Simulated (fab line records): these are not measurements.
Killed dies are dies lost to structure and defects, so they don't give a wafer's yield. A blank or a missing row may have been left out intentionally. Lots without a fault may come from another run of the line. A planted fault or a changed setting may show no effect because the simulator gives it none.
fab line records ; flow gf180mcu
[record] lots = 7; wafers = 21; lastDay = 33
route steps=602 shown PSD@258 NSD@262 SAB@264
lots that met no fault: from a run of the same line without faults
startH: start of the lot's first displayed wafer, in hours after the record's first day ; waitH: hours elapsed since this lot's preceding step ; " as in the row above ; L1.1+2: a single row standing in for several wafers ; - no value, or no start given ; * or withheld: withheld ; < > ~ a bound
route shown NAME@n: NAME is a module with steps in the file, n the number in the route of the first one ; usual: mean/standard deviation taken from wafers without a fault ; same: alike in all rows ; chamber/n: place in a boat ; sites: the reading at each site ; _std_site: how widely they spread, as a standard deviation ; _edge_site: mean of outer sites minus mean of inner sites ; radiusMm: how far each site lies from the wafer's centre ; mask NAME#n: copy n ; behind: the most recent tool/chamber to have shaped the wafer ; hold: why the lot went on hold/how many hours it stayed there/how the hold came to an end ; device: whichever transistor did not switch (one of n, p or np) ; end of line: the route-end tests of the same wafers ; for a step that has no rows: nothing shown but its recipe ; killed: not the wafer's yield, but the dies lost to structure and defects at the first sort ; map: the dies of a wafer, with x for killed, . for not killed, _ for no die there
set.NAME: the run value of the setting; set.NAME@STEP: its run value at that earlier step ; model.NAME: the simulator's own value behind a step, which no gauge read
certain route steps with their lots: each step a table, each wafer a row
services: when a tool's chamber went out of use (startH, in hours from the record's first day, below 0 if earlier), for how many hours, and the reason
[[steps]]
[step GF_PSD_STRIP_10]
[recipe] chemistry = O2/N2; powerW = 1400; pressureMtorr = 1500; platenTempC = 250; o2FlowSccm = 3000; n2FlowSccm = 300; overashFraction = 0.5
[usual] chamberPressureMTorr = 1499.9/1.4; drypumpMotorCurrentA = 5.36/0.29; heaterPowerW = 309/23; oesProductAu = 0.590/0.0048; platenTempC = 250.04/0.19; stripTimeToEndpointS = 16.55/0.039
lot.wafer;tool;chamber;startH;waitH;chamberPressureMTorr;drypumpMotorCurrentA;heaterPowerW;oesProductAu;platenTempC;rfHoursCounterH;stripTimeToEndpointS
L421.1;plasmaAsher-04;1;361.72;0.1;1501.3;5.28;308;0.586;249.97;25;16.56
L421.3;plasmaAsher-04;0;361.72;0.1;1499.8;5.49;283;0.592;249.89;-;16.62
L421.4;plasmaAsher-04;1;361.72;0.1;1499.2;5.30;310;0.593;249.99;-;16.61
L425.1;plasmaAsher-04;1;388.51;0.1;1499.2;5.28;318;0.590;250.01;29;16.56
L425.3;plasmaAsher-04;0;388.51;0.1;1502.3;5.46;285;0.591;250.12;-;16.57
L425.4;plasmaAsher-04;1;388.51;0.1;1500.3;5.28;309;0.587;250.19;-;16.59
L427.1;plasmaAsher-04;1;401.76;0.1;1498.7;5.28;301;0.584;249.85;30;16.55
L427.5;plasmaAsher-04;1;401.76;0.1;1499.2;5.28;301;0.591;250.20;-;16.55
L427.6;plasmaAsher-04;0;401.76;0.1;1497.8;5.50;283;0.590;250.13;-;16.55
L428.3;plasmaAsher-03;1;410.35;0.1;1498.5;5.86;282;0.583;250.17;-;16.54
L428.4;plasmaAsher-03;0;410.35;0.1;1498.8;5.23;300;0.591;250.12;-;16.51
L428.5;plasmaAsher-03;0;410.35;0.1;1499.6;5.21;304;0.585;250.27;-;16.52
L429.2;plasmaAsher-04;0;418.60;0.1;1501.5;5.49;286;0.598;250.30;32;16.60
L429.4;plasmaAsher-04;1;418.60;0.1;1500.6;5.25;301;0.588;250.12;-;16.60
L429.5;plasmaAsher-04;0;418.60;0.1;1499.1;5.49;281;0.592;250.12;-;16.59
L436.1;plasmaAsher-02;0;473.71;0.1;1499.3;5.59;340;0.584;250.02;65;16.56
L436.3;plasmaAsher-02;1;473.71;0.1;1501.9;4.96;299;0.587;249.81;-;16.55
L436.4;plasmaAsher-02;0;473.71;0.1;1502.0;5.59;350;0.591;249.96;-;16.51
L437.1;plasmaAsher-03;0;484.11;0.1;1500.1;5.24;296;0.588;249.68;4;16.59
L437.4;plasmaAsher-03;1;484.11;0.1;1500.4;5.83;290;0.598;250.06;-;16.57
L437.5;plasmaAsher-03;0;484.11;0.1;1501.4;5.26;292;0.585;249.89;-;16.57
[step GF_PSD_TW_MEAS_11]
[usual] PSD_TW = 3153/42
lot.wafer;tool;chamber;startH;waitH;PSD_TW
L421.1;filmMetro-03;-;361.82;0.1;3124
L421.3;filmMetro-03;-;361.82;0.1;3123
L421.4;filmMetro-03;-;361.82;0.1;3106
L425.1;filmMetro-03;-;388.61;0.1;3113
L425.3;filmMetro-03;-;388.61;0.1;3123
L425.4;filmMetro-03;-;388.61;0.1;3113
L427.1;filmMetro-03;-;401.86;0.1;3114
L427.5;filmMetro-03;-;401.86;0.1;3114
L427.6;filmMetro-03;-;401.86;0.1;3106
L428.3;filmMetro-03;-;410.44;0.1;3115
L428.4;filmMetro-03;-;410.44;0.1;3112
L428.5;filmMetro-03;-;410.44;0.1;3126
L429.2;filmMetro-03;-;418.71;0.1;3103
L429.4;filmMetro-03;-;418.71;0.1;3111
L429.5;filmMetro-03;-;418.71;0.1;3108
L436.1;filmMetro-02;-;473.81;0.1;3164
L436.3;filmMetro-02;-;473.81;0.1;3171
L436.4;filmMetro-02;-;473.81;0.1;3170
L437.1;filmMetro-03;-;484.21;0.1;3124
L437.4;filmMetro-03;-;484.21;0.1;3131
L437.5;filmMetro-03;-;484.21;0.1;3134
[step GF_PSD_CLEAN_12]
[recipe] chemistry = SC1/SC2; mix = 1:4:20; tempC = 70; timeS = 150; dry = n2Spin
[step GF_PSD_RTA_13]
[recipe] tempC = 1025; timeS = 20; ambient = N2
[usual] lampPowerPct = 38/4.3; wafer_temp_C_max = 1029.9/2.7
lot.wafer;tool;chamber;startH;waitH;lampPowerPct;wafer_temp_C_max
L421.1;rtpAnneal-02;0;361.93;0.0;35;1028.0
L421.3;rtpAnneal-02;0;361.93;0.0;35;1027.6
L421.4;rtpAnneal-02;0;361.93;0.0;35;1028.8
L425.1;rtpAnneal-02;0;388.72;0.0;35;1026.9
L425.3;rtpAnneal-02;0;388.72;0.0;35;1028.1
L425.4;rtpAnneal-02;0;388.72;0.0;35;1028.4
L427.1;rtpAnneal-02;0;401.98;0.0;35;1027.8
L427.5;rtpAnneal-02;0;401.98;0.0;35;1027.5
L427.6;rtpAnneal-02;0;401.98;0.0;35;1027.3
L428.3;rtpAnneal-02;0;410.56;0.0;35;1028.3
L428.4;rtpAnneal-02;0;410.56;0.0;35;1027.4
L428.5;rtpAnneal-02;0;410.56;0.0;35;1027.2
L429.2;rtpAnneal-02;0;418.82;0.0;35;1027.7
L429.4;rtpAnneal-02;0;418.82;0.0;35;1028.1
L429.5;rtpAnneal-02;0;418.82;0.0;35;1028.1
L436.1;rtpAnneal-01;0;473.92;0.0;43;1033.4
L436.3;rtpAnneal-01;0;473.92;0.0;43;1032.3
L436.4;rtpAnneal-01;0;473.92;0.0;43;1034.5
L437.1;rtpAnneal-01;0;484.33;0.0;43;1031.7
L437.4;rtpAnneal-01;0;484.33;0.0;43;1033.2
L437.5;rtpAnneal-01;0;484.33;0.0;43;1031.8
[step GF_PSD_RS_MEAS_14]
[recipe] thkMeasGauge = four-point-probe
[usual] NSD_RS = 46.12/0.085
lot.wafer;tool;chamber;startH;waitH;NSD_RS[ohm/sq]
L421.1;filmMetro-03;-;362.01;0.1;46.08
L421.3;filmMetro-03;-;362.01;0.1;46.16
L421.4;filmMetro-03;-;362.01;0.1;46.14
L425.1;filmMetro-02;-;388.81;0.1;46.14
L425.3;filmMetro-02;-;388.81;0.1;46.16
L425.4;filmMetro-02;-;388.81;0.1;46.06
L427.1;filmMetro-03;-;402.06;0.1;46.13
L427.5;filmMetro-03;-;402.06;0.1;46.13
L427.6;filmMetro-03;-;402.06;0.1;46.09
L428.3;filmMetro-01;-;410.65;0.1;46.18
L428.4;filmMetro-01;-;410.65;0.1;46.09
L428.5;filmMetro-01;-;410.65;0.1;46.06
L429.2;filmMetro-01;-;418.91;0.1;46.17
L429.4;filmMetro-01;-;418.91;0.1;46.17
L429.5;filmMetro-01;-;418.91;0.1;46.22
L436.1;filmMetro-01;-;474.01;0.1;46.07
L436.3;filmMetro-01;-;474.01;0.1;46.05
L436.4;filmMetro-01;-;474.01;0.1;46.02
L437.1;filmMetro-01;-;484.41;0.1;46.23
L437.4;filmMetro-01;-;484.41;0.1;46.09
L437.5;filmMetro-01;-;484.41;0.1;46.12
[step GF_PSD_RS_MEAS_15]
[recipe] thkMeasGauge = four-point-probe
[usual] PSD_RS = 108.1/0.31
lot.wafer;tool;chamber;startH;waitH;PSD_RS[ohm/sq]
L421.1;filmMetro-03;-;362.13;0.1;107.9
L421.3;filmMetro-03;-;362.13;0.1;107.9
L421.4;filmMetro-03;-;362.13;0.1;107.9
L425.1;filmMetro-02;-;388.93;0.1;107.8
L425.3;filmMetro-02;-;388.93;0.1;108.0
L425.4;filmMetro-02;-;388.93;0.1;107.9
L427.1;filmMetro-03;-;402.18;0.1;108.4
L427.5;filmMetro-03;-;402.18;0.1;108.2
L427.6;filmMetro-03;-;402.18;0.1;108.0
L428.3;filmMetro-01;-;410.77;0.1;108.0
L428.4;filmMetro-01;-;410.77;0.1;108.0
L428.5;filmMetro-01;-;410.77;0.1;108.2
L429.2;filmMetro-01;-;419.03;0.1;108.2
L429.4;filmMetro-01;-;419.03;0.1;108.3
L429.5;filmMetro-01;-;419.03;0.1;107.9
L436.1;filmMetro-01;-;474.13;0.1;107.8
L436.3;filmMetro-01;-;474.13;0.1;107.7
L436.4;filmMetro-01;-;474.13;0.1;108.0
L437.1;filmMetro-01;-;484.53;0.1;108.5
L437.4;filmMetro-01;-;484.53;0.1;107.9
L437.5;filmMetro-01;-;484.53;0.1;108.4
[step GF_SAB_CVD_00]
[recipe] material = SiO2; targetThkNm = 50; precursor = TEOS; tempC = 400; timeS = 4.9302; rfW = 600
[usual] heaterPowerW = 631/89
lot.wafer;tool;chamber;startH;waitH;heaterPowerW
L421.1;pecvd-02;0;362.25;0.1;567
L421.3;pecvd-02;2;362.25;0.1;644
L421.4;pecvd-02;2;362.25;0.1;650
L425.1;pecvd-02;1;389.05;0.1;640
L425.3;pecvd-02;2;389.05;0.1;681
L425.4;pecvd-02;2;389.05;0.1;530
L427.1;pecvd-01;2;402.30;0.1;492
L427.5;pecvd-01;0;402.30;0.1;595
L427.6;pecvd-01;1;402.30;0.1;585
L428.3;pecvd-02;1;410.85;0.1;721
L428.4;pecvd-02;0;410.85;0.1;507
L428.5;pecvd-02;2;410.85;0.1;627
L429.2;pecvd-01;1;419.13;0.1;668
L429.4;pecvd-01;1;419.13;0.1;695
L429.5;pecvd-01;0;419.13;0.1;627
L436.1;pecvd-03;0;474.25;0.1;568
L436.3;pecvd-03;2;474.25;0.1;773
L436.4;pecvd-03;2;474.25;0.1;788
L437.1;pecvd-02;1;484.65;0.1;606
L437.4;pecvd-02;2;484.65;0.1;536
L437.5;pecvd-02;0;484.65;0.1;536
[step GF_SAB_THK_MEAS_01]
[recipe] reads = SiO2_of_SAB_CVD_00
[usual] SAB_CVD_00_THK = 49.5/0.74
lot.wafer;tool;chamber;startH;waitH;SAB_CVD_00_THK[nm]
L421.1;filmMetro-01;-;362.27;0.0;48.8
L421.3;filmMetro-01;-;362.27;0.0;49.3
L421.4;filmMetro-01;-;362.27;0.0;50.6
L425.1;filmMetro-01;-;389.07;0.0;49.9
L425.3;filmMetro-01;-;389.07;0.0;49.4
L425.4;filmMetro-01;-;389.07;0.0;50.4
L427.1;filmMetro-04;-;402.32;0.0;48.7
L427.5;filmMetro-04;-;402.32;0.0;49.3
L427.6;filmMetro-04;-;402.32;0.0;49.8
L428.3;filmMetro-04;-;410.89;0.0;49.0
L428.4;filmMetro-04;-;410.89;0.0;49.1
L428.5;filmMetro-04;-;410.89;0.0;49.4
L429.2;filmMetro-04;-;419.19;0.0;48.8
L429.4;filmMetro-04;-;419.19;0.0;49.4
L429.5;filmMetro-04;-;419.19;0.0;49.5
L436.1;filmMetro-04;-;474.27;0.0;48.4
L436.3;filmMetro-04;-;474.27;0.0;49.7
L436.4;filmMetro-04;-;474.27;0.0;50.4
L437.1;filmMetro-01;-;484.67;0.0;49.5
L437.4;filmMetro-01;-;484.67;0.0;48.8
L437.5;filmMetro-01;-;484.67;0.0;49.1
[step GF_SAB_DEHYDRATE_02]
[recipe] tempC = 200; timeS = 60
[step GF_SAB_HMDS_03]
[recipe] primeTimeS = 60; primeTempC = 120
[step GF_SAB_COAT_04]
[recipe] resist = NOVOLAK; spinRpm = 3000; resistThkNm = 1000
[step GF_SAB_SOFTBAKE_05]
[recipe] tempC = 90; timeS = 60; resist = NOVOLAK
[step GF_SAB_EXPOSE_06]
[recipe] maskId = SAB; targetCdNm = 420; na = 0.6; sourceShape = conventional; sigmaOuter = 0.6; doseMj = 140
[usual] exposureDoseMJCm2 = 139.99/0.16; focusOffsetNm = 0.0/0.58
lot.wafer;tool;chamber;startH;waitH;mask;exposureDoseMJCm2;focusOffsetNm
L421.1;ilineStepper-01;0;373.24;-;SAB#0;139.84;0.1
L421.3;ilineStepper-01;0;373.24;-;SAB#0;139.93;-0.1
L421.4;ilineStepper-01;0;373.24;-;SAB#0;139.94;0.7
L425.1;ilineStepper-02;0;400.52;-;SAB#0;139.78;-0.5
L425.3;ilineStepper-02;0;400.52;-;SAB#0;139.93;0.7
L425.4;ilineStepper-02;0;400.52;-;SAB#0;140.08;0.6
L427.1;ilineStepper-02;-;414.39;-;SAB#0;-;-
L427.5;ilineStepper-02;-;414.39;-;SAB#0;-;-
L427.6;ilineStepper-02;-;414.39;-;SAB#0;-;-
L428.3;ilineStepper-02;-;423.28;-;SAB#0;-;-
L428.4;ilineStepper-02;-;423.28;-;SAB#0;-;-
L428.5;ilineStepper-02;-;423.28;-;SAB#0;-;-
L429.2;ilineStepper-02;-;430.91;-;SAB#0;-;-
L429.4;ilineStepper-02;-;430.91;-;SAB#0;-;-
L429.5;ilineStepper-02;-;430.91;-;SAB#0;-;-
L436.1;ilineStepper-02;0;486.84;-;SAB#0;140.16;-0.6
L436.3;ilineStepper-02;0;486.84;-;SAB#0;139.97;-0.1
L436.4;ilineStepper-02;0;486.84;-;SAB#0;139.92;-0.3
L437.1;ilineStepper-01;0;496.70;-;SAB#0;139.82;-0.2
L437.4;ilineStepper-01;0;496.70;-;SAB#0;139.68;-0.2
L437.5;ilineStepper-01;0;496.70;-;SAB#0;139.78;-0.4
[step GF_SAB_PEB_07]
[recipe] tempC = withheld; timeS = *; resist = NOVOLAK
[[services]]
tool;chamber;startH;hours;kind
plasmaAsher-02;-;341.20;4.0;repair
rtpAnneal-01;-;358.58;47.2;pm
pecvd-01;-;361.55;6.0;pm
pecvd-01;-;368.88;14.0;pm
pecvd-01;0;368.88;14.0;ventCycle
pecvd-01;1;368.88;14.0;ventCycle
pecvd-01;2;368.88;14.0;ventCycle
pecvd-01;0;382.88;-;clean
pecvd-01;1;382.88;-;clean
pecvd-01;2;382.88;-;clean
ilineStepper-01;-;396.00;1.7;pm
ilineStepper-01;0;411.57;-;calibration
pecvd-01;0;412.21;5.1;repair
ilineStepper-02;-;415.86;1.7;pm
plasmaAsher-03;-;421.32;9.0;pm
plasmaAsher-03;0;421.32;10.9;ventCycle
plasmaAsher-03;1;421.32;10.9;ventCycle
plasmaAsher-03;-;426.50;5.7;repair
plasmaAsher-03;0;430.32;-;clean
plasmaAsher-03;1;430.32;-;clean
plasmaAsher-03;-;446.94;12.6;repair
ilineStepper-02;0;456.84;-;calibration
ilineStepper-01;-;474.72;8.9;pm
ilineStepper-02;-;487.58;0.6;repair
[[key]]
[firstSign] step = GF_SAB_EXPOSE_06; reading = toolRecord; direction = missing
effect none on later readings
metAt GF_SAB_EXPOSE_06
struckWafers L427.1,L427.5,L427.6,L428.3,L428.4,L428.5,L429.2,L429.4,L429.5
laterRowsLeftOut L427.1,L427.5,L427.6,L428.3,L428.4,L428.5,L429.2,L429.4,L429.5
sortLeftOut L427.1,L427.5,L427.6,L428.3,L428.4,L428.5,L429.2,L429.4,L429.5
testerLeftOut L427,L428,L429
onsetBetween 400.52 414.39
[fault] kind = skippedStepWhole; tool = ilineStepper-02; chamber = -; onsetH = 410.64; steps = GF_SAB_EXPOSE_06; scope = struckLotsOnly
// testerLeftOut: of these lots the tester's yield and bins aren't shown, on N5 and GAA mostly nor the transistor test; their killed dies are dies lost to structure and defects alone, not to doping, threshold or leakage, so they don't give the yield
// sortLeftOut: the simulated sort isn't trusted on such a fault, so these wafers' sort isn't shown, and their yield isn't known
// laterRowsLeftOut: the simulator's readings of these wafers behind a module that went badly wrong aren't trusted and aren't shown, but for the sort
